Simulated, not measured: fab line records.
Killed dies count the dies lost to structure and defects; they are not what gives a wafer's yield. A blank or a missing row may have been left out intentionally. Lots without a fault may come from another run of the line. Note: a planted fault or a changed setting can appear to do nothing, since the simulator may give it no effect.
fab line records	flow sky130
record: lots: 5	wafers: 15	last-day: 50
route steps=708 shown METAL5@662 PAD_OPEN@708
lots that met no fault: from a run of the same line without faults
start-h: start of the lot's first displayed wafer, in hours after the record's first day	wait-h: how many hours have passed since the lot's step before this one	" repeats the value in the row above	L1.1+2: several wafers, shown together as one row	- no value, or no start was given	* or withheld: withheld	< > ~ a bound
route shown NAME@n: a module of which the file shows steps, and the number in the route of the first	usual: average and standard deviation across the fault-free wafers	same: alike in all rows	chamber/n: place in a boat	sites: each site's reading	_std_site: standard deviation across them	_edge_site: outer sites' mean less inner sites'	radius-mm: for every site, how far away it sits from the centre of the wafer	mask NAME#n: copy n	behind: the most recent tool/chamber to have shaped the wafer	hold: why the lot went on hold/how many hours it stayed there/how the hold came to an end	device: the transistor (n, p or np) that didn't switch	end of line: at the end of the route, the tests of the same wafers	where a step has no rows: the recipe by itself	killed: not the wafer's yield, but the dies lost to structure and defects at the first sort	map: a wafer's dies, marking killed ones x, the rest . and places with no die _
set.NAME: the setting as run; set.NAME@STEP: as run at that earlier step	model.NAME: the simulator's own value behind a step, which no gauge read
lots seen at some steps along the route; tables by step, rows by wafer
services: the hour from which a tool's chamber was out of use, counted from the record's first day as start-h (under 0 if before that day), plus the number of hours and why
== steps ==
step: SKY_METAL5_SPUTTER_01
recipe: material: TiN	target-thk-nm: 20	power-w: 6500	time-s: 16.7	chamber-pressure-pa: 0.4
usual: chamber-pressure-pa: 0.3999/0.00085	throttle-valve-pct: 29.6/0.91
lot.wafer	tool	chamber	start-h	wait-h	chamber-pressure-pa	throttle-valve-pct
L428.1	pvd-sputter-02	-	1089.46	0.0	0.4009	29.8
L428.4	"	-	"	"	0.3985	28.6
L428.6	"	-	"	"	0.3997	29.5
L429.1	pvd-sputter-03	-	1094.84	0.0	0.4000	29.1
L429.3	"	-	"	"	0.4014	31.1
L429.4	"	-	"	"	0.3997	28.2
L436.1	pvd-sputter-03	-	1133.90	0.0	0.3999	29.0
L436.3	"	-	"	"	0.3983	28.9
L436.4	"	-	"	"	0.4003	28.4
L437.1	pvd-sputter-03	-	1144.80	0.0	0.3983	28.8
L437.4	"	-	"	"	0.3989	28.1
L437.5	"	-	"	"	0.3982	29.1
L438.1	pvd-sputter-03	-	1150.32	0.0	0.3997	28.9
L438.2	"	-	"	"	0.3998	31.0
L438.6	"	-	"	"	0.3999	29.0
step: SKY_METAL5_SPUTTER_02
recipe: material: AlCu	target-thk-nm: 1150	power-w: 10600	time-s: 61.2	chamber-pressure-pa: 0.4
usual: chamber-pressure-pa: 0.4000/0.00079	throttle-valve-pct: 29.6/0.89
lot.wafer	tool	chamber	start-h	wait-h	chamber-pressure-pa	throttle-valve-pct
L428.1	pvd-sputter-02	-	1089.48	0.0	0.3999	29.7
L428.4	"	-	"	"	0.3994	28.7
L428.6	"	-	"	"	0.4001	29.9
L429.1	pvd-sputter-03	-	1094.87	0.0	0.3998	29.3
L429.3	"	-	"	"	0.3996	30.9
L429.4	"	-	"	"	0.4008	28.3
L436.1	pvd-sputter-03	-	1133.92	0.0	0.4019	29.2
L436.3	"	-	"	"	0.4010	29.1
L436.4	"	-	"	"	0.3992	28.3
L437.1	pvd-sputter-03	-	1144.82	0.0	0.4002	28.6
L437.4	"	-	"	"	0.3992	28.2
L437.5	"	-	"	"	0.4009	29.5
L438.1	pvd-sputter-03	-	1150.35	0.0	0.3995	28.7
L438.2	"	-	"	"	0.4000	30.8
L438.6	"	-	"	"	0.4006	28.9
step: SKY_METAL5_SPUTTER_03
recipe: material: Ti	target-thk-nm: 5	power-w: 3000	time-s: 3.3	chamber-pressure-pa: 0.4
usual: chamber-pressure-pa: 0.4000/0.0008	throttle-valve-pct: 29.6/0.91
lot.wafer	tool	chamber	start-h	wait-h	chamber-pressure-pa	throttle-valve-pct
L428.1	pvd-sputter-02	-	1089.53	0.0	0.3988	29.7
L428.4	"	-	"	"	0.4007	28.5
L428.6	"	-	"	"	0.4010	29.7
L429.1	pvd-sputter-03	-	1094.92	0.0	0.3998	29.1
L429.3	"	-	"	"	0.4003	30.7
L429.4	"	-	"	"	0.4003	27.9
L436.1	pvd-sputter-03	-	1133.97	0.0	0.4007	29.2
L436.3	"	-	"	"	0.4001	29.0
L436.4	"	-	"	"	0.4000	28.4
L437.1	pvd-sputter-03	-	1144.87	0.0	0.4007	28.6
L437.4	"	-	"	"	0.3987	28.2
L437.5	"	-	"	"	0.4000	29.1
L438.1	pvd-sputter-03	-	1150.40	0.0	0.3991	28.9
L438.2	"	-	"	"	0.4002	30.8
L438.6	"	-	"	"	0.3995	29.0
step: SKY_METAL5_SPUTTER_04
recipe: material: TiN	target-thk-nm: 70	power-w: 6500	time-s: 58.3	chamber-pressure-pa: 0.4
usual: chamber-pressure-pa: 0.3999/0.00077	throttle-valve-pct: 29.6/0.92
lot.wafer	tool	chamber	start-h	wait-h	chamber-pressure-pa	throttle-valve-pct
L428.1	pvd-sputter-02	-	1089.55	0.0	0.3997	29.7
L428.4	"	-	"	"	0.3994	28.6
L428.6	"	-	"	"	0.3987	29.8
L429.1	pvd-sputter-03	-	1094.94	0.0	0.4002	29.2
L429.3	"	-	"	"	0.4005	30.9
L429.4	"	-	"	"	0.3994	28.4
L436.1	pvd-sputter-03	-	1133.99	0.0	0.3997	29.2
L436.3	"	-	"	"	0.4009	28.9
L436.4	"	-	"	"	0.4010	28.3
L437.1	pvd-sputter-03	-	1144.89	0.0	0.4000	28.8
L437.4	"	-	"	"	0.3996	28.3
L437.5	"	-	"	"	0.4003	29.4
L438.1	pvd-sputter-03	-	1150.42	0.0	0.3995	28.8
L438.2	"	-	"	"	0.4000	30.9
L438.6	"	-	"	"	0.4005	28.8
step: SKY_METAL5_RS_MEAS_05
recipe: thk-meas-gauge: four-point-probe	reads: TiN_of_METAL5_SPUTTER_04+Ti_of_METAL5_SPUTTER_03+AlCu_of_METAL5_SPUTTER_02+TiN_of_METAL5_SPUTTER_01+Ti_of_METAL5_SPUTTER_00
usual: METAL5_ALCU_RS: 0.0271/0.00037
lot.wafer	tool	chamber	start-h	wait-h	METAL5_ALCU_RS[ohm/sq]
L428.1	film-metro-04	-	1089.60	0.0	0.0266
L428.4	"	-	"	"	0.0270
L428.6	"	-	"	"	0.0265
L429.1	film-metro-04	-	1094.99	0.0	0.0275
L429.3	"	-	"	"	0.0273
L429.4	"	-	"	"	0.0275
L436.1	film-metro-01	-	1134.04	0.0	0.0270
L436.3	"	-	"	"	0.0267
L436.4	"	-	"	"	0.0272
L437.1	film-metro-04	-	1144.94	0.0	0.0270
L437.4	"	-	"	"	0.0277
L437.5	"	-	"	"	0.0276
L438.1	film-metro-04	-	1150.47	0.0	0.0271
L438.2	"	-	"	"	0.0271
L438.6	"	-	"	"	0.0270
step: SKY_METAL5_THK_MEAS_06
recipe: thk-meas-gauge: xrf	reads: AlCu_of_METAL5_SPUTTER_02
usual: METAL5_ALCU_THK: 1140/18
lot.wafer	tool	chamber	start-h	wait-h	METAL5_ALCU_THK[nm]
L428.1	film-metro-04	-	1089.72	0.1	1164
L428.4	"	-	"	"	1145
L428.6	"	-	"	"	1158
L429.1	film-metro-04	-	1095.11	0.1	1123
L429.3	"	-	"	"	1132
L429.4	"	-	"	"	1125
L436.1	film-metro-01	-	1134.16	0.1	1129
L436.3	"	-	"	"	1153
L436.4	"	-	"	"	1132
L437.1	film-metro-04	-	1145.06	0.1	1150
L437.4	"	-	"	"	1128
L437.5	"	-	"	"	1133
L438.1	film-metro-04	-	1150.59	0.1	1147
L438.2	"	-	"	"	1138
L438.6	"	-	"	"	1153
step: SKY_METAL5_DEHYDRATE_07
recipe: temp-c: 200	time-s: 60
step: SKY_METAL5_HMDS_08
recipe: prime-time-s: 60	prime-temp-c: 120
step: SKY_METAL5_COAT_09
recipe: resist: NOVOLAK	spin-rpm: 3000	resist-thk-nm: 1800
step: SKY_METAL5_SOFTBAKE_10
recipe: temp-c: 90	time-s: 60	resist: NOVOLAK
step: SKY_METAL5_EXPOSE_11
recipe: mask-id: MM5	na: 0.6	source-shape: conventional	sigma-outer: 0.6	polarization: unpolarized	target-cd-nm: 1600	dose-mj: 190
step: SKY_METAL5_PEB_12
recipe: temp-c: withheld	time-s: *	resist: NOVOLAK
step: SKY_METAL5_DEVELOP_13
recipe: resist: NOVOLAK	developer: TMAH	develop-time-s: 60	dev-temp-c: 23
usual: chill-plate-temp-C: 22.99/0.11
lot.wafer	tool	chamber	start-h	wait-h	chill-plate-temp-C
L428.1	litho-track-03	0	1109.70	0.1	22.99
L428.4	"	0	"	"	22.98
L428.6	"	0	"	"	23.15
L429.1	litho-track-04	0	1114.55	0.1	23.08
L429.3	"	0	"	"	22.97
L429.4	"	0	"	"	22.97
L436.1	litho-track-02	0	1152.18	0.1	22.96
L436.3	"	0	"	"	22.94
L436.4	"	0	"	"	22.86
L437.1	litho-track-04	0	1161.95	0.1	22.86
L437.4	"	0	"	"	22.88
L437.5	"	0	"	"	22.84
L438.1	litho-track-02	0	1166.98	0.1	23.10
L438.2	"	0	"	"	23.15
L438.6	"	0	"	"	22.94
step: SKY_METAL5_DESCUM_14
recipe: chemistry: O2	source-power-w: 150	bias-power-w: 0	pressure-mtorr: 10	temp-c: 40	time-s: 11
usual: drypump-motor-current-A: 5.9/0.32	oes-product-au: 1.006/0.015
lot.wafer	tool	chamber	start-h	wait-h	drypump-motor-current-A	oes-product-au	rf-hours-counter-h	model.METAL5.cd-nm
L428.1	rie-metal-02	1	1109.85	0.1	5.6	0.995	2	1605
L428.4	"	0	"	"	6.0	1.013	-	1602
L428.6	"	1	"	"	5.6	0.991	-	1604
L429.1	rie-metal-01	1	1114.70	0.1	5.5	0.999	8	1599
L429.3	"	1	"	"	5.5	1.006	-	1598
L429.4	"	0	"	"	6.0	0.997	-	1599
L436.1	rie-metal-02	1	1152.33	0.1	5.6	0.995	6	1602
L436.3	"	1	"	"	5.5	0.990	-	1602
L436.4	"	1	"	"	5.5	0.991	-	1601
L437.1	rie-metal-02	1	1162.10	0.1	5.6	0.988	9	1603
L437.4	"	1	"	"	5.6	0.997	-	1605
L437.5	"	1	"	"	5.6	0.992	-	1602
L438.1	rie-metal-03	1	1167.13	0.1	6.4	1.012	22	1637
L438.2	"	0	"	"	5.9	1.013	8	1604
L438.6	"	1	"	"	6.4	1.019	-	1601
step: SKY_METAL5_METAL_ETCH_15
recipe: target-depth-a: 12600	stop-on: SiO2	over-etch-frac: 0.2	time-s: 252	chemistry: Cl2/BCl3	resist-sidewall-deg: 86	pressure-mtorr: 10	icp-w: 900	bias-w: 48.5	Cl2_flow_sccm: 60	bcl3-flow-sccm: 30
usual: drypump-motor-current-A: 5.9/0.32	mfc-cl2-sccm: 60.02/0.18	oes-product-au: 0.894/0.0055	throttle-valve-pct: 22.264/0.0093
lot.wafer	tool	chamber	start-h	wait-h	drypump-motor-current-A	mfc-cl2-sccm	oes-product-au	rf-hours-counter-h	throttle-valve-pct	model.METAL5.cd-nm
L428.1	rie-metal-02	1	1109.88	0.0	5.6	59.99	0.898	2	22.264	1611
L428.4	"	0	"	"	6.0	59.74	0.890	-	22.270	1584
L428.6	"	1	"	"	5.6	60.17	0.897	-	22.251	1613
L429.1	rie-metal-01	1	1114.73	0.0	5.5	60.05	0.894	8	22.261	1616
L429.3	"	1	"	"	5.5	60.01	0.881	-	22.265	1615
L429.4	"	0	"	"	6.0	60.03	0.898	-	22.258	1592
L436.1	rie-metal-02	1	1152.40	0.1	5.6	60.25	0.891	6	22.269	1614
L436.3	"	1	"	"	5.6	59.87	0.896	-	22.262	1612
L436.4	"	1	"	"	5.6	60.11	0.891	-	22.279	1613
L437.1	rie-metal-02	1	1162.17	0.1	5.6	60.20	0.885	9	22.263	1616
L437.4	"	1	"	"	5.6	60.00	0.893	-	22.265	1614
L437.5	"	1	"	"	5.6	60.12	0.896	-	22.265	1617
L438.1	rie-metal-03	1	1167.17	0.0	6.4	59.81	0.890	22	22.259	1649
L438.2	"	0	"	"	5.9	59.84	0.891	8	22.271	1607
L438.6	"	1	"	"	6.5	60.01	0.893	-	22.251	1615
step: SKY_METAL5_STRIP_16
recipe: chemistry: O2/N2	power-w: 1400	pressure-mtorr: 1500	platen-temp-c: withheld	o2-flow-sccm: 3000	n2-flow-sccm: 300	overash-fraction: 0.5
usual: drypump-motor-current-A: 5.4/0.47	n2-flow-sccm: 299.9/0.87	oes-product-au: 0.711/0.0045	strip-time-to-endpoint-s: 13.04/0.18
lot.wafer	tool	chamber	start-h	wait-h	drypump-motor-current-A	n2-flow-sccm	oes-product-au	rf-hours-counter-h	strip-time-to-endpoint-s
L428.1	plasma-asher-02	0	1110.12	0.2	5.2	298.6	0.709	70	13.25
L428.4	"	1	"	"	5.2	299.9	0.709	-	12.82
L428.6	"	0	"	"	5.2	300.1	0.713	-	13.10
L429.1	plasma-asher-04	1	1114.97	0.2	6.1	301.3	0.705	40	13.04
L429.3	"	0	"	"	4.8	299.3	0.715	-	13.04
L429.4	"	1	"	"	6.1	299.2	0.711	-	13.20
L436.1	plasma-asher-01	1	1152.87	0.4	5.4	301.0	0.703	96	13.17
L436.3	"	1	"	"	5.4	300.4	0.713	-	13.16
L436.4	"	0	"	"	5.9	300.0	0.709	-	13.11
L437.1	plasma-asher-01	0	1162.64	0.4	5.9	300.5	0.709	97	13.22
L437.4	"	0	"	"	5.9	300.1	0.710	-	13.33
L437.5	"	0	"	"	5.9	301.4	0.719	-	13.23
L438.1	plasma-asher-02	0	1167.40	0.2	5.2	299.6	0.716	76	12.82
L438.2	"	1	"	"	5.1	300.7	0.708	76	12.96
L438.6	"	1	"	"	5.1	298.9	0.709	-	12.80
step: SKY_PAD_OPEN_PROBE_99
usual: defect-limited-yield: 82.7/2	killed_at_M0_to_M3: 42/6.7	killed_at_M4_up: 3.3/2.1	killed-at-contacts: 24/5.1	killed-at-front-end: 15/4.6	killed-at-other: 0.3/0.58	killed-dies: 85/9.9	killed-open: 46/6.9	killed-short: 38/7	sort_bin_3_pad_short: 0.9/0.43	sort_bin_5_function: 10.1/1.4	sort_bin_6_memory: 6.4/1.2	sort-n-pass: 407/9.9	sort-yield-pct: 82.7/2
same: gross-dies: 492	killed-at-back-side: 0	sort_bin_4_leakage[%]: 0	sort_bin_8_speed[%]: 0
lot.wafer	tool	chamber	start-h	wait-h	defect-limited-yield[%]	killed_at_M0_to_M3	killed_at_M4_up	killed-at-contacts	killed-at-front-end	killed-at-other	killed-dies	killed-open	killed-short	sort_bin_3_pad_short[%]	sort_bin_5_function[%]	sort_bin_6_memory[%]	sort-n-pass	sort-yield-pct[%]	model.etest.met5.width-nm
L428.1	prober-01	-	1152.67	0.1	82.9	36	4	28	16	0	84	50	34	1.0	9.6	6.5	408	82.9	1611
L428.4	prober-01	-	1152.82	0.2	84.3	33	4	31	9	0	77	41	36	1.6	8.7	5.3	415	84.3	1583
L428.6	prober-01	-	1152.92	0.2	80.3	45	2	34	16	0	97	61	36	0.8	10.4	8.5	395	80.3	1616
L429.1	prober-02	-	1156.22	0.1	82.5	45	3	21	17	0	86	46	39	0.8	10.0	6.7	406	82.5	1616
L429.3	prober-02	-	1156.32	0.2	82.7	48	4	22	11	0	85	47	38	2.2	9.8	5.3	407	82.7	1616
L429.4	prober-02	-	1156.37	0.2	81.7	37	4	35	14	0	90	43	47	1.0	11.2	6.1	402	81.7	1591
L436.1	prober-02	-	1189.75	0.1	83.9	38	8	20	12	1	79	44	35	1.2	8.3	6.5	413	83.9	1613
L436.3	prober-02	-	1189.85	0.2	83.5	42	2	26	11	0	81	45	36	0.6	9.3	6.5	411	83.5	1612
L436.4	prober-02	-	1189.90	0.2	83.5	37	3	24	17	0	81	42	39	0.6	8.9	6.9	411	83.5	1614
L437.1	prober-02	-	1199.47	0.1	83.3	36	6	28	12	0	82	43	39	0.8	8.7	7.1	410	83.3	1618
L437.4	prober-02	-	1199.62	0.2	83.7	37	1	34	7	1	80	47	33	0.8	8.3	7.1	412	83.7	1615
L437.5	prober-02	-	1199.67	0.2	80.9	47	6	28	12	1	94	49	45	2.0	9.3	7.7	398	80.9	1619
L438.1	prober-01	-	1200.97	0.1	81.9	41	3	20	24	1	89	40	49	0.2	11.8	6.1	403	81.9	1649
L438.2	prober-01	-	1201.02	0.1	81.3	48	2	22	20	0	92	46	44	0.6	9.3	8.7	400	81.3	1604
L438.6	prober-01	-	1201.22	0.2	84.6	35	5	22	14	0	76	36	40	0.8	10.6	4.1	416	84.6	1613
killed by level:class
L428.1 LI_CONTACT:geometric-particle:open=12 CONTACT:geometric-particle:open=10 VIA1:geometric-particle:open=6 VIA2:geometric-particle:open=6 POLY_GATE:geometric-particle:short=5 METAL1:geometric-particle:short=5 CONTACT:geometric-particle:short=4 VIA3:geometric-particle:open=4
L428.4 LI_CONTACT:geometric-particle:open=14 VIA1:geometric-particle:open=9 LI_CONTACT:geometric-particle:short=6 VIA2:geometric-particle:open=6 METAL2:geometric-particle:short=5 LOCAL_INTERCONNECT:geometric-particle:short=4 METAL4:geometric-particle:short=4 FIELD_ISO:geometric-particle:short=3
L428.6 CONTACT:geometric-particle:open=17 VIA1:geometric-particle:open=12 POLY_GATE:geometric-particle:open=8 LOCAL_INTERCONNECT:geometric-particle:short=7 METAL1:geometric-particle:short=7 VIA2:geometric-particle:open=7 METAL2:geometric-particle:short=6 LI_CONTACT:geometric-particle:open=6
L429.1 VIA1:geometric-particle:open=13 CONTACT:geometric-particle:open=11 VIA1:geometric-particle:short=8 FIELD_ISO:geometric-particle:open=5 FIELD_ISO:geometric-particle:short=5 METAL1:geometric-particle:short=5 LI_CONTACT:geometric-particle:open=4 VIA2:geometric-particle:open=4
L429.3 VIA1:geometric-particle:open=9 LI_CONTACT:geometric-particle:open=8 CONTACT:geometric-particle:short=7 VIA2:geometric-particle:open=7 VIA3:geometric-particle:open=6 CONTACT:geometric-particle:open=5 VIA1:geometric-particle:short=4 METAL2:geometric-particle:short=4
L429.4 CONTACT:geometric-particle:open=10 CONTACT:geometric-particle:short=9 VIA2:geometric-particle:open=7 VIA1:geometric-particle:short=7 FIELD_ISO:geometric-particle:open=6 LOCAL_INTERCONNECT:geometric-particle:short=6 VIA1:geometric-particle:open=6 METAL2:geometric-particle:short=6
L436.1 VIA1:geometric-particle:open=8 CONTACT:geometric-particle:open=8 VIA2:geometric-particle:open=8 CONTACT:geometric-particle:short=7 FIELD_ISO:geometric-particle:open=5 VIA3:geometric-particle:short=5 VIA3:geometric-particle:open=5 METAL4:geometric-particle:short=5
L436.3 CONTACT:geometric-particle:open=9 METAL2:geometric-particle:short=9 VIA1:geometric-particle:open=8 VIA3:geometric-particle:open=6 LI_CONTACT:geometric-particle:open=6 LI_CONTACT:geometric-particle:short=5 VIA2:geometric-particle:open=5 FIELD_ISO:geometric-particle:short=4
L436.4 LI_CONTACT:geometric-particle:open=10 VIA3:geometric-particle:open=10 METAL2:geometric-particle:short=8 CONTACT:geometric-particle:short=7 POLY_GATE:geometric-particle:open=5 FIELD_ISO:geometric-particle:short=4 SPACER:geometric-particle:short=4 VIA1:geometric-particle:short=4
L437.1 LI_CONTACT:geometric-particle:open=8 CONTACT:geometric-particle:open=8 CONTACT:geometric-particle:short=8 VIA1:geometric-particle:open=7 METAL2:geometric-particle:short=5 VIA3:geometric-particle:open=5 POLY_GATE:geometric-particle:short=4 VIA2:geometric-particle:open=4
L437.4 CONTACT:geometric-particle:open=18 VIA1:geometric-particle:open=9 LI_CONTACT:geometric-particle:open=7 METAL2:geometric-particle:short=7 VIA2:geometric-particle:open=5 CONTACT:geometric-particle:short=4 METAL1:geometric-particle:short=4 VIA1:geometric-particle:short=3
L437.5 VIA1:geometric-particle:open=13 CONTACT:geometric-particle:open=10 LI_CONTACT:geometric-particle:open=6 CONTACT:geometric-particle:short=6 VIA3:geometric-particle:short=5 METAL1:geometric-particle:open=5 METAL2:geometric-particle:short=5 METAL4:geometric-particle:short=5
L438.1 POLY_GATE:geometric-particle:short=10 VIA3:geometric-particle:open=10 VIA1:geometric-particle:open=9 CONTACT:geometric-particle:open=6 LI_CONTACT:geometric-particle:short=5 LOCAL_INTERCONNECT:geometric-particle:short=5 VIA3:geometric-particle:short=5 POLY_GATE:geometric-particle:open=4
L438.2 CONTACT:geometric-particle:open=11 METAL1:geometric-particle:short=9 VIA1:geometric-particle:open=8 VIA3:geometric-particle:open=7 VIA1:geometric-particle:short=6 POLY_GATE:geometric-particle:open=5 POLY_GATE:geometric-particle:short=5 METAL2:geometric-particle:short=5
L438.6 METAL1:geometric-particle:short=7 LOCAL_INTERCONNECT:geometric-particle:short=6 CONTACT:geometric-particle:open=6 METAL2:geometric-particle:short=6 FIELD_ISO:geometric-particle:open=4 POLY_GATE:geometric-particle:short=4 LI_CONTACT:geometric-particle:open=4 VIA1:geometric-particle:open=4
== services ==
tool	chamber	start-h	hours	kind
rie-metal-02	-	1068.22	0.7	repair
pvd-sputter-02	3	1087.92	-	consumable-replace:kit
pvd-sputter-02	3	1087.92	18.0	scheduled-down
pvd-sputter-02	3	1087.92	18.0	vent-cycle
plasma-asher-01	-	1088.08	15.6	repair
pvd-sputter-03	2	1106.89	-	consumable-replace:kit
pvd-sputter-03	2	1106.89	18.0	scheduled-down
pvd-sputter-03	2	1106.89	18.0	vent-cycle
rie-metal-02	-	1123.47	0.9	repair
rie-metal-02	0	1150.11	-	clean
rie-metal-02	0	1150.11	-	consumable-replace:focus-ring
rie-metal-02	0	1150.11	25.7	scheduled-down
rie-metal-02	0	1150.11	25.7	vent-cycle
pvd-sputter-03	1	1160.63	-	consumable-replace:kit
pvd-sputter-03	1	1160.63	18.0	scheduled-down
pvd-sputter-03	1	1160.63	18.0	vent-cycle
== key ==
first-sign none at tools or gauges
model-effect: step: SKY_METAL5_DESCUM_14	value: METAL5.cd-nm	without: 1604	struck: 1637
model-effect: step: SKY_METAL5_METAL_ETCH_15	value: METAL5.cd-nm	without: 1616	struck: 1649
model-effect: step: SKY_PAD_OPEN_PROBE_99	value: etest.met5.width-nm	without: 1616	struck: 1649
met-at SKY_METAL5_DEVELOP_13
struck-wafers L438.1
onset-between 1152.18 1166.98
fault: kind: process-parameter-drift	tool: litho-track-02	chamber: -	onset-h: 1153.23	steps: SKY_METAL5_DEVELOP_13	channel: develop-time-s	offset: *	shape: step	end-h: 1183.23	scope: struck-wafers-only	acts-in: *	stated: *
